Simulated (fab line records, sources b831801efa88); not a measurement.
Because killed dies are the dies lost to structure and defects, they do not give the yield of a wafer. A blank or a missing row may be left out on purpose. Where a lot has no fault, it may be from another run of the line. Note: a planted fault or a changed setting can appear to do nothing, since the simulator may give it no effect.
What tool caused it? -- flow gf180mcu -- 42 wafers from 14 lots sampled at 4 of the route's 602 steps

WHAT EACH GAUGE READ, for each wafer
The record lacks any reading of a measuring or inspecting step that a usual standard deviation could be used to judge.

WHICH TOOL RAN EACH LOT (tool, then ch and the chambers of the sampled wafers, then the start)
lot,GF_CONTACT_ETCH_17,GF_CONTACT_STRIP_18,GF_M1_SPUTTER_00,GF_M1_SPUTTER_03
L742,"rieDiel-03 ch 0,2,3, day 17 16:07 or earlier","plasmaAsher-03 ch 0,1, day 17 16:07","pvdSputter-04, day 17 17:14","pvdSputter-04, day 17 17:23"
L743,"rieDiel-02 ch 0,3, day 18 01:06 or earlier","plasmaAsher-02 ch 1, day 18 01:06","pvdSputter-02, day 18 02:05","pvdSputter-02, day 18 02:14"
L744,"rieDiel-03 ch 0,2, day 18 05:17 or earlier","plasmaAsher-03 ch 0,1, day 18 05:17","pvdSputter-01, day 18 06:14","pvdSputter-01, day 18 06:25"
L749,"rieDiel-02 ch 0,1,3, day 20 11:56 or earlier","plasmaAsher-04 ch 0,1, day 20 11:56","pvdSputter-01, day 20 12:56","pvdSputter-01, day 20 13:05"
L750,"rieDiel-03 ch 0,1,3, day 20 15:42 or earlier","plasmaAsher-02 ch 0,1, day 20 15:42","pvdSputter-01, day 20 16:41","pvdSputter-01, day 20 16:51"
L751,"rieDiel-04 ch 1,2, day 20 21:56 or earlier","plasmaAsher-04 ch 0,1, day 20 21:56","pvdSputter-02, day 20 22:53","pvdSputter-02, day 20 23:03"
L752,"rieDiel-04 ch 0,2,3, day 21 09:53 or earlier","plasmaAsher-03 ch 0,1, day 21 09:53","pvdSputter-01, day 21 10:53","pvdSputter-01, day 21 11:02"
L753,"rieDiel-02 ch 0,1,3, day 21 14:56 or earlier","plasmaAsher-02 ch 0,1, day 21 14:56","pvdSputter-02, day 21 15:56","pvdSputter-02, day 21 16:06"
L754,"rieDiel-04 ch 0,1,2, day 21 20:47 or earlier","plasmaAsher-04 ch 0,1, day 21 20:47","pvdSputter-01, day 21 21:44","pvdSputter-01, day 21 21:53"
L755,"rieDiel-02 ch 0,2,3, day 22 07:15 or earlier","plasmaAsher-02 ch 0,1, day 22 07:15","pvdSputter-02, day 22 08:14","pvdSputter-02, day 22 08:24"
L756,"rieDiel-04 ch 0,1,3, day 22 14:55 or earlier","plasmaAsher-03 ch 0,1, day 22 14:55","pvdSputter-04, day 22 15:53","pvdSputter-04, day 22 16:03"
L757,"rieDiel-03 ch 0,1,3, day 22 23:50 or earlier","plasmaAsher-03 ch 0,1, day 22 23:50","pvdSputter-02, day 23 00:56","pvdSputter-02, day 23 01:06"
L758,"rieDiel-04 ch 1,2, day 23 10:13 or earlier","plasmaAsher-04 ch 0,1, day 23 10:13","pvdSputter-04, day 23 11:13","pvdSputter-04, day 23 11:22"
L760,"rieDiel-03 ch 1,2, day 23 20:56 or earlier","plasmaAsher-04 ch 0,1, day 23 20:56","pvdSputter-01, day 23 21:53","pvdSputter-01, day 23 22:02"
- GF_CONTACT_ETCH_17: etches SiO2 in C4F8/O2/Ar, stops on CoSi2, target depth 860 nm.
- GF_CONTACT_STRIP_18: strips in O2/N2.
- GF_M1_SPUTTER_00: material Ti, target thk 37.5 nm, time 150 s.
- GF_M1_SPUTTER_03: material Ti, target thk 10 nm, time 6.7 s.

WHAT THE TOOLS THEMSELVES READ (means of the sampled wafers that have a number; where no wafer has one, the mark that the record gives instead)
GF_CONTACT_ETCH_17.
lot,tool,oesProductAu (a.u.)
L742,rieDiel-03,0.811
L743,rieDiel-02,0.816
L744,rieDiel-03,0.813
L749,rieDiel-02,0.813
L750,rieDiel-03,0.810
L751,rieDiel-04,0.814
L752,rieDiel-04,0.814
L753,rieDiel-02,0.819
L754,rieDiel-04,0.820
L755,rieDiel-02,0.818
L756,rieDiel-04,0.814
L757,rieDiel-03,0.821
L758,rieDiel-04,0.814
L760,rieDiel-03,0.822

GF_CONTACT_STRIP_18.
lot,tool,drypumpMotorCurrentA (A),heaterPowerW (W),oesProductAu (a.u.)
L742,plasmaAsher-03,6.2,325,0.580
L743,plasmaAsher-02,5.2,309,0.583
L744,plasmaAsher-03,5.8,346,0.576
L749,plasmaAsher-04,5.3,362,0.583
L750,plasmaAsher-02,5.2,318,0.579
L751,plasmaAsher-04,5.4,359,0.581
L752,plasmaAsher-03,5.7,341,0.583
L753,plasmaAsher-02,5.2,331,0.581
L754,plasmaAsher-04,5.3,365,0.576
L755,plasmaAsher-02,5.2,325,0.579
L756,plasmaAsher-03,6.1,322,0.575
L757,plasmaAsher-03,5.7,338,0.582
L758,plasmaAsher-04,5.3,363,0.584
L760,plasmaAsher-04,5.3,366,0.581

GF_M1_SPUTTER_00.
lot,tool,cathodeDcPowerW (W),chamberPressurePa (Pa),throttleValvePct (%)
L742,pvdSputter-04,4000.1,2.000,29.5
L743,pvdSputter-02,-,-,-
L744,pvdSputter-01,-,-,-
L749,pvdSputter-01,4000.6,1.998,30.9
L750,pvdSputter-01,3999.3,1.997,30.6
L751,pvdSputter-02,3999.8,2.000,29.9
L752,pvdSputter-01,4000.6,2.001,30.0
L753,pvdSputter-02,3999.6,2.001,29.8
L754,pvdSputter-01,3999.8,1.998,30.6
L755,pvdSputter-02,3999.4,1.998,29.8
L756,pvdSputter-04,4000.2,2.004,29.6
L757,pvdSputter-02,4000.1,1.999,29.9
L758,pvdSputter-04,3999.7,2.004,29.0
L760,pvdSputter-01,4000.8,1.998,30.5

GF_M1_SPUTTER_03.
lot,tool,cathodeDcPowerW (W),chamberPressurePa (Pa),throttleValvePct (%)
L742,pvdSputter-04,3000.0,0.2997,29.8
L743,pvdSputter-02,3000.0,0.3004,30.3
L744,pvdSputter-01,2999.9,0.3006,30.5
L749,pvdSputter-01,3000.4,0.2998,30.9
L750,pvdSputter-01,3000.3,0.2999,30.5
L751,pvdSputter-02,2999.5,0.2999,29.9
L752,pvdSputter-01,3000.2,0.2997,30.0
L753,pvdSputter-02,2999.8,0.2999,29.9
L754,pvdSputter-01,3000.2,0.3002,30.6
L755,pvdSputter-02,3000.0,0.2994,29.8
L756,pvdSputter-04,3000.0,0.3004,29.4
L757,pvdSputter-02,3000.2,0.2994,29.8
L758,pvdSputter-04,3000.3,0.2999,29.0
L760,pvdSputter-01,3000.1,0.3001,30.4

THE ANSWER, worked out from the rows above alone
Rule: the usual values come from the lots themselves. The widest of any qualifying gaps counts: lots, ordered by their means at a reading, are off when they make up no more than a third of the lots, leave a main group of 4 or more, and stand apart from it by 3 or more times the standard deviation of that group's means. A main group whose means are all the same, to the digits that the tables above print for the reading, isn't used. Also off: a lot with no number at a reading for which 4 or more lots have one. Where the step has rows for the other lots, those lots are counted as sound. After the gauges, taken in route order, come the tools' own readings; for these a lot's mean is taken, as printed above. The first step at which some lot is off is used, and at that step the reading that is off furthest; a lot without a number counts as furthest.
Off, at GF_M1_SPUTTER_00 on cathodeDcPowerW: L743, L744. Without a number there: L743, L744. The main group: mean 4000.0 W, standard deviation 0.47.
If a tool, at that step or one of the process steps before it, ran each lot that is off and ran no sound lot following the first of them, it fits. With no start given for some of its lots, GF_CONTACT_ETCH_17 uses the hours and lot order of GF_CONTACT_STRIP_18. No candidate that was tried fits.

WHAT WAS PUT IN BY THE SIMULATOR
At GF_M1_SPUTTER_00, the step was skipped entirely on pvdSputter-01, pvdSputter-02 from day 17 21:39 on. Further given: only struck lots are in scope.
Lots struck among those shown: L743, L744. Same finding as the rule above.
